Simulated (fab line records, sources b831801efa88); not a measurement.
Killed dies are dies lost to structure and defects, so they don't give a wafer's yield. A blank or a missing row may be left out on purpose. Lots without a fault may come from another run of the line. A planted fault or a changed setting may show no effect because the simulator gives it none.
Chamber matching | flow gf180mcu | GF_SAB_ETCH_11 on rie_diel-01: 4 sister chambers
The step etches SiO2 in C4F8/O2/Ar, target depth 55 nm, time 8.5 s. 16 wafers are shown with their chamber, then 8 later ones without.

WAFERS WITH THEIR CHAMBER
wafer  | chamber | oes_product_au (a.u.)
L074.3 | 1       | 0.998
L074.5 | 0       | 0.986
L074.6 | 3       | 0.994
L080.1 | 2       | 1.015
L080.2 | 0       | 0.983
L080.3 | 1       | 1.003
L083.1 | 1       | 0.997
L083.4 | 2       | 1.000
L083.6 | 1       | 0.999
L085.2 | 1       | 0.998
L085.3 | 3       | 0.997
L085.5 | 2       | 1.005
L088.2 | 3       | 1.001
L088.3 | 0       | 0.979
L088.5 | 2       | 1.008
L089.3 | 1       | 1.012

SIGNATURES (means of the wafers above)
reading        | chamber 0 | chamber 1 | chamber 2 | chamber 3 | scatter within a chamber
oes_product_au | 0.98267   | 1.00117   | 1.00700   | 0.99733   | 0.00525
Rule: a wafer's distance from a chamber is the root of the sum, over the readings, of the square of ((its reading less the chamber's mean) divided by the reading's scatter). The wafer belongs to the nearest chamber; if the next one is less than 2 further off, it can't be placed. The scatter: the root of (the sum of the squares of (reading less its chamber's mean) over the shown wafers, divided by (wafers less chambers)).

WAFERS WITHOUT THEIR CHAMBER
wafer  | oes_product_au (a.u.)
L089.4 | 0.998
L089.6 | 0.993
L092.2 | 1.014
L092.3 | 1.009
L092.5 | 1.003
L097.3 | 1.001
L097.5 | 0.997
L097.6 | 0.986

WHICH CHAMBER EACH WENT THROUGH
wafer  | from the rows above               | in truth
L089.4 | can't be placed: 3 or 1 or 2      | 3
L089.6 | can't be placed: 3 or 1 or 0 or 2 | 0
L092.2 | can't be placed: 2 or 1 or 3      | 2
L092.3 | can't be placed: 2 or 1 or 3      | 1
L092.5 | can't be placed: 1 or 2 or 3      | 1
L097.3 | can't be placed: 1 or 3 or 2      | 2
L097.5 | can't be placed: 3 or 1 or 2      | 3
L097.6 | can't be placed: 0 or 3           | 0
Placed correctly: 0 of 8. Can't be placed from these rows: 8 (the true chamber is among the candidates in 8). Placed wrongly: 0.
